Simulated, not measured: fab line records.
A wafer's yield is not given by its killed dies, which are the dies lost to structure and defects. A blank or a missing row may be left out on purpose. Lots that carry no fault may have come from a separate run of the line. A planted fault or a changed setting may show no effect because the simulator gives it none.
fab line records    flow sky130
[record] lots = 6  wafers = 18  last_day = 50
route steps=708 shown LDD_N@239 PAD_OPEN@708
lots untouched by any fault: they come from a run of this same line in which no faults occurred
start_h: hours from the record's opening day to when the first of the lot's shown wafers began    wait_h: hours elapsed since this lot's preceding step    " the same as in the row above    L1.1+2: a row that stands for several wafers    - no value present, or no start provided    * or withheld: withheld    < > ~ a bound
route shown NAME@n: a module of which the file shows steps, and the number in the route of the first    usual: mean and standard deviation over wafers with no fault    same: alike in all rows    chamber/n: place in a boat    sites: per-site readings    _std_site: their standard deviation    _edge_site: outer sites' mean less inner sites'    radius_mm: how far each site lies from the wafer's centre    mask NAME#n: copy n    behind: the most recent tool/chamber to have shaped the wafer    hold: why the lot was held/for how many hours/how that ended    device: whichever transistor did not switch (one of n, p or np)    end of line: at the end of the route, the tests of the same wafers    a step with no rows: only its recipe    killed: dies that structure and defects cost at the first sort, which is not the same as the wafer's yield    map: dies across one wafer; x = killed, . = not, _ = none there
set.NAME: setting as actually run; set.NAME@STEP: the setting as run at that earlier step    model.NAME: the simulator's own value behind a step, which no gauge read
certain route steps with their lots: each step a table, each wafer a row
services: from which hour (start_h, from the record's first day; less than 0 if before it) a tool's chamber was out of use, for how many hours, and why
[[steps]]
[step SKY_LDD_N_COAT_02]
[recipe] resist = NOVOLAK  spin_rpm = 3000  resist_thk_nm = 300
[step SKY_LDD_N_SOFTBAKE_03]
[recipe] temp_c = 90  time_s = 60  resist = NOVOLAK
[step SKY_LDD_N_EXPOSE_04]
[recipe] mask_id = NTM  target_cd_nm = 840  na = 0.6  source_shape = conventional  sigma_outer = 0.6  dose_mj = 110
[step SKY_LDD_N_PEB_05]
[recipe] temp_c = withheld  time_s = *  resist = NOVOLAK
[step SKY_LDD_N_DEVELOP_06]
[recipe] develop_time_s = 60  dev_temp_c = 23
[step SKY_LDD_N_OVL_MEAS_07]
[usual] LDD_N_OVL = -0.5/1.5
lot.wafer  tool        chamber  start_h  wait_h  LDD_N_OVL[nm]
L413.2     overlay-02  -        453.31   0.1     -1.4
L413.5     "           -        "        "       -1.3
L413.6     "           -        "        "       -1.1
L414.1     overlay-01  -        470.45   0.1     -2.8
L414.5     "           -        "        "       -1.2
L414.6     "           -        "        "       -2.4
L424.3     overlay-01  -        539.37   0.1     -2.5
L424.4     "           -        "        "       -3.0
L424.6     "           -        "        "       -3.2
L428.1     overlay-02  -        585.95   0.1     0.7
L428.2     "           -        "        "       -1.5
L428.5     "           -        "        "       -0.8
L430.1     overlay-02  -        596.40   0.1     -0.2
L430.5     "           -        "        "       -0.1
L430.6     "           -        "        "       -0.4
L431.1     overlay-02  -        601.56   0.1     1.3
L431.3     "           -        "        "       1.0
L431.4     "           -        "        "       0.2
[step SKY_LDD_N_IMPLANT_08]
[recipe] species = As  energy_kev = 20  dose_cm2 = 7.5e+13  tilt_deg = withheld  rotation_deg = 23
[step SKY_LDD_N_IMPLANT_09]
[recipe] species = As  energy_kev = 20  dose_cm2 = 7.5e+13  tilt_deg = withheld  rotation_deg = 113
[step SKY_LDD_N_IMPLANT_10]
[recipe] species = As  energy_kev = 20  dose_cm2 = 7.5e+13  tilt_deg = withheld  rotation_deg = 203
[step SKY_LDD_N_IMPLANT_11]
[recipe] species = As  energy_kev = 20  dose_cm2 = 7.5e+13  tilt_deg = withheld  rotation_deg = 293
[step SKY_LDD_N_IMPLANT_12]
[recipe] species = BF2  energy_kev = 50  dose_cm2 = 5e+12  tilt_deg = 30  rotation_deg = 0
[step SKY_LDD_N_IMPLANT_13]
[recipe] species = BF2  energy_kev = 50  dose_cm2 = 5e+12  tilt_deg = 30  rotation_deg = 90
[step SKY_LDD_N_IMPLANT_14]
[recipe] species = BF2  energy_kev = 50  dose_cm2 = 5e+12  tilt_deg = 30  rotation_deg = 180
[usual] end_station_pressure_torr = 5.05e-06/2.6e-07  rotation_deg = 180.00/0.03
lot.wafer  tool          chamber  start_h  wait_h  end_station_pressure_torr  rotation_deg
L413.2     implanter-04  0        454.26   0.1     5.06e-06                   361.85
L413.5     "             0        "        "       4.87e-06                   361.83
L413.6     "             0        "        "       5.21e-06                   361.88
L414.1     implanter-04  0        471.39   0.1     5.16e-06                   361.84
L414.5     "             0        "        "       4.85e-06                   361.91
L414.6     "             0        "        "       4.53e-06                   361.85
L424.3     implanter-03  0        540.34   0.1     5.09e-06                   180.02
L424.4     "             0        "        "       4.62e-06                   180.00
L424.6     "             0        "        "       4.99e-06                   179.98
L428.1     implanter-04  0        586.88   0.1     4.76e-06                   179.91
L428.2     "             0        "        "       4.73e-06                   180.01
L428.5     "             0        "        "       5.21e-06                   180.03
L430.1     implanter-03  0        597.34   0.1     4.87e-06                   180.03
L430.5     "             0        "        "       4.74e-06                   180.01
L430.6     "             0        "        "       4.92e-06                   180.02
L431.1     implanter-04  0        602.49   0.1     4.77e-06                   179.97
L431.3     "             0        "        "       5.27e-06                   180.00
L431.4     "             0        "        "       5.08e-06                   180.00
[step SKY_LDD_N_IMPLANT_15]
[recipe] species = BF2  energy_kev = 50  dose_cm2 = 5e+12  tilt_deg = 30  rotation_deg = 270
[step SKY_PAD_OPEN_PROBE_99]
[usual] killed_at_M0_to_M3 = 43/6.7  killed_at_M4_up = 3.2/1.8  killed_at_contacts = 25/5.2  killed_at_front_end = 15/4.4  killed_at_other = 0.2/0.4  killed_dies = 87/9.3  killed_open = 48/7.1  killed_short = 39/6
[same] gross_dies = 492  killed_at_back_side = 0
lot.wafer  tool       chamber  start_h  wait_h  killed_at_M0_to_M3  killed_at_M4_up  killed_at_contacts  killed_at_front_end  killed_at_other  killed_dies  killed_open  killed_short  model.etest.nfet_01v8.off_log10_a_um  model.etest.nfet_01v8_lvt.vt_sat_v  model.etest.sram_nfet_pass.vt_sat_v  model.etest.nfet_01v8.vt_sat_v  model.etest.nfet_01v8_swapped.vt_sat_v  model.etest.nfet_01v8_lvt.vt_v  model.etest.nfet_01v8.vt_v  model.etest.nfet_01v8_swapped.vt_v
L413.2     prober-02  -        1119.04  0.1     44                  3                22                  12                   0                81           43           38            -13.44                                0.6176                              0.6276                               0.7016                          0.5967                                  0.6313                          0.7082                      0.7037
L413.5     prober-02  -        1119.19  0.2     44                  3                21                  11                   0                79           38           41            -13.47                                0.6182                              0.6161                               0.7044                          0.5975                                  0.6305                          0.7113                      0.7066
L413.6     prober-02  -        1119.24  0.2     38                  4                17                  10                   0                69           44           25            -13.42                                0.6156                              0.6521                               0.7046                          0.597                                   0.6323                          0.7102                      0.7056
L414.1     prober-02  -        1120.49  0.1     43                  0                28                  9                    0                80           45           35            -13.36                                0.6201                              0.6323                               0.7045                          0.6025                                  0.6347                          0.7131                      0.7088
L414.5     prober-02  -        1120.69  0.2     53                  3                25                  15                   0                96           50           46            -13.5                                 0.6086                              0.6237                               0.7046                          0.5979                                  0.6283                          0.7128                      0.7083
L414.6     prober-02  -        1120.74  0.2     42                  2                24                  16                   0                84           44           40            -13.44                                0.6206                              0.6163                               0.7152                          0.6074                                  0.6372                          0.7217                      0.7171
L424.3     prober-01  -        1165.60  0.2     48                  4                32                  16                   0                100          58           42            -13.31                                0.5347                              0.5581                               0.6416                          0.6483                                  0.6094                          0.6986                      0.6987
L424.4     prober-01  -        1165.65  0.2     35                  6                31                  20                   0                92           51           41            -13.35                                0.5289                              0.5366                               0.6386                          0.641                                   0.605                           0.6902                      0.6904
L424.6     prober-01  -        1165.75  0.2     41                  6                18                  20                   0                85           45           40            -13.38                                0.5341                              0.5694                               0.6457                          0.6478                                  0.6039                          0.6971                      0.6972
L428.1     prober-01  -        1188.72  0.1     51                  4                38                  12                   0                105          51           54            -13.4                                 0.538                               0.5692                               0.6501                          0.6555                                  0.6122                          0.7023                      0.7025
L428.2     prober-01  -        1188.77  0.1     48                  4                29                  23                   1                105          48           57            -13.29                                0.5493                              0.5997                               0.6592                          0.659                                   0.6173                          0.7076                      0.7072
L428.5     prober-01  -        1188.92  0.2     47                  7                22                  15                   0                91           55           36            -13.31                                0.5291                              0.5139                               0.6435                          0.6409                                  0.6075                          0.6962                      0.6964
L430.1     prober-01  -        1199.92  0.1     45                  5                16                  13                   0                79           31           48            -13.27                                0.5498                              0.5744                               0.6535                          0.654                                   0.6152                          0.7021                      0.7022
L430.5     prober-01  -        1200.12  0.2     30                  5                25                  10                   1                71           43           28            -13.3                                 0.5371                              0.5663                               0.6497                          0.6479                                  0.6087                          0.6993                      0.699
L430.6     prober-01  -        1200.17  0.2     47                  4                23                  12                   0                86           50           36            -13.42                                0.5478                              0.5838                               0.6542                          0.6544                                  0.6135                          0.7027                      0.7026
L431.1     prober-02  -        1201.42  0.1     40                  5                27                  11                   0                83           48           35            -13.36                                0.5432                              0.6004                               0.661                           0.6575                                  0.6148                          0.7104                      0.7101
L431.3     prober-02  -        1201.52  0.2     52                  2                21                  7                    1                83           49           34            -13.37                                0.551                               0.577                                0.6549                          0.6619                                  0.6245                          0.708                       0.7087
L431.4     prober-02  -        1201.57  0.2     37                  2                25                  11                   0                75           36           39            -13.54                                0.5492                              0.5871                               0.6552                          0.6604                                  0.6213                          0.7075                      0.708
// killed by level:class
L413.2 VIA3:geometric_particle:open=9 VIA1:geometric_particle:open=9 LI_CONTACT:geometric_particle:open=6 VIA2:geometric_particle:open=6 POLY_GATE:geometric_particle:short=5 CONTACT:geometric_particle:open=5 METAL2:geometric_particle:short=5 CONTACT:geometric_particle:short=4
L413.5 VIA1:geometric_particle:open=11 CONTACT:geometric_particle:open=10 METAL3:geometric_particle:short=9 VIA3:geometric_particle:short=5 CONTACT:geometric_particle:short=4 METAL2:geometric_particle:short=4 VIA2:geometric_particle:short=4 POLY_GATE:geometric_particle:open=3
L413.6 VIA1:geometric_particle:open=14 CONTACT:geometric_particle:open=6 VIA2:geometric_particle:open=6 VIA3:geometric_particle:open=5 LI_CONTACT:geometric_particle:open=4 CONTACT:geometric_particle:short=4 METAL1:geometric_particle:short=4 SPACER:geometric_particle:open=3
L414.1 VIA1:geometric_particle:open=12 CONTACT:geometric_particle:open=9 CONTACT:geometric_particle:short=8 VIA3:geometric_particle:open=7 LOCAL_INTERCONNECT:geometric_particle:short=6 VIA1:geometric_particle:short=5 LI_CONTACT:geometric_particle:open=4 VIA2:geometric_particle:open=4
L414.5 VIA2:geometric_particle:open=10 VIA1:geometric_particle:short=10 LI_CONTACT:geometric_particle:open=8 VIA1:geometric_particle:open=8 VIA3:geometric_particle:open=8 CONTACT:geometric_particle:open=6 LOCAL_INTERCONNECT:geometric_particle:short=5 METAL2:geometric_particle:short=5
L414.6 VIA1:geometric_particle:open=12 CONTACT:geometric_particle:open=9 METAL1:geometric_particle:short=6 VIA3:geometric_particle:open=6 VIA1:geometric_particle:short=6 LI_CONTACT:geometric_particle:open=5 VIA2:geometric_particle:open=5 FIELD_ISO:geometric_particle:short=4
L424.3 CONTACT:geometric_particle:open=14 VIA1:geometric_particle:open=12 LI_CONTACT:geometric_particle:open=8 VIA2:geometric_particle:open=7 LOCAL_INTERCONNECT:geometric_particle:short=6 METAL1:geometric_particle:short=6 VIA3:geometric_particle:open=6 SPACER:geometric_particle:short=5
L424.4 CONTACT:geometric_particle:open=13 VIA1:geometric_particle:open=8 VIA3:geometric_particle:open=8 LOCAL_INTERCONNECT:geometric_particle:short=6 FIELD_ISO:geometric_particle:open=5 FIELD_ISO:geometric_particle:short=5 METAL2:geometric_particle:short=5 POLY_GATE:geometric_particle:open=4
L424.6 VIA1:geometric_particle:open=9 VIA1:geometric_particle:short=7 VIA2:geometric_particle:open=7 LI_CONTACT:geometric_particle:open=6 METAL1:geometric_particle:short=6 VIA3:geometric_particle:open=6 METAL4:geometric_particle:short=5 FIELD_ISO:geometric_particle:short=4
L428.1 VIA1:geometric_particle:open=14 CONTACT:geometric_particle:open=13 CONTACT:geometric_particle:short=8 METAL1:geometric_particle:short=8 LI_CONTACT:geometric_particle:open=7 LOCAL_INTERCONNECT:geometric_particle:short=7 FIELD_ISO:geometric_particle:short=6 VIA3:geometric_particle:short=6
L428.2 VIA1:geometric_particle:open=10 FIELD_ISO:geometric_particle:short=9 CONTACT:geometric_particle:open=8 CONTACT:geometric_particle:short=8 VIA3:geometric_particle:open=7 LOCAL_INTERCONNECT:geometric_particle:short=7 VIA1:geometric_particle:short=6 VIA2:geometric_particle:open=6
L428.5 VIA1:geometric_particle:open=12 CONTACT:geometric_particle:open=10 VIA2:geometric_particle:open=8 FIELD_ISO:geometric_particle:open=7 METAL1:geometric_particle:short=7 METAL2:geometric_particle:short=5 VIA3:geometric_particle:open=5 LI_CONTACT:geometric_particle:open=4
L430.1 VIA1:geometric_particle:open=10 METAL1:geometric_particle:short=7 METAL2:geometric_particle:short=5 CONTACT:geometric_particle:open=5 VIA1:geometric_particle:short=5 METAL4:geometric_particle:short=5 POLY_GATE:geometric_particle:short=4 LOCAL_INTERCONNECT:geometric_particle:short=4
L430.5 CONTACT:geometric_particle:open=10 VIA3:geometric_particle:open=8 VIA1:geometric_particle:open=7 LI_CONTACT:geometric_particle:open=6 CONTACT:geometric_particle:short=5 POLY_GATE:geometric_particle:short=4 VIA1:geometric_particle:short=4 VIA2:geometric_particle:open=4
L430.6 VIA1:geometric_particle:open=18 VIA1:geometric_particle:short=7 LI_CONTACT:geometric_particle:open=7 LOCAL_INTERCONNECT:geometric_particle:short=7 VIA3:geometric_particle:open=6 CONTACT:geometric_particle:open=6 VIA2:geometric_particle:open=5 METAL1:geometric_particle:short=4
L431.1 CONTACT:geometric_particle:open=10 VIA3:geometric_particle:open=7 METAL2:geometric_particle:short=7 LI_CONTACT:geometric_particle:open=6 VIA1:geometric_particle:short=6 CONTACT:geometric_particle:short=5 VIA2:geometric_particle:open=5 FIELD_ISO:geometric_particle:open=4
L431.3 VIA2:geometric_particle:open=11 VIA1:geometric_particle:open=9 LI_CONTACT:geometric_particle:open=8 CONTACT:geometric_particle:open=7 METAL2:geometric_particle:short=6 VIA3:geometric_particle:open=6 VIA1:geometric_particle:short=5 METAL1:geometric_particle:short=4
L431.4 LI_CONTACT:geometric_particle:open=9 METAL2:geometric_particle:short=7 CONTACT:geometric_particle:open=6 VIA1:geometric_particle:open=5 LOCAL_INTERCONNECT:geometric_particle:short=5 METAL1:geometric_particle:short=4 VIA3:geometric_particle:open=4 METAL3:geometric_particle:short=4
[[services]]
tool          chamber  start_h  hours  kind
implanter-03  -        488.34   6.5    pm
implanter-04  -        552.04   3.9    repair
implanter-03  -        571.60   5.9    repair
[[key]]
[first_sign] step = SKY_LDD_N_IMPLANT_14  reading = rotation_deg  direction = up  sigmas = 99+  usual = 180.00  struck = 361.86
effect none on later readings
[model_effect] step = SKY_PAD_OPEN_PROBE_99  value = etest.nfet_01v8.off_log10_a_um  without = -13.33  struck = -13.44
met_at SKY_LDD_N_IMPLANT_14
struck_wafers L413.2,L413.5,L413.6,L414.1,L414.5,L414.6
tester_left_out L413,L414
[fault] kind = process_parameter_drift  tool = implanter-04  chamber = -  onset_h = 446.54  steps = SKY_LDD_N_IMPLANT_14  channel = rotation_deg  offset = 181.86  shape = step  end_h = 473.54  acts_in = these_recipes_only  stated = 180
// tester_left_out: of these lots the tester's yield and bins aren't shown, on N5 and GAA mostly nor the transistor test; their killed dies are dies lost to structure and defects alone, not to doping, threshold or leakage, so they don't give the yield
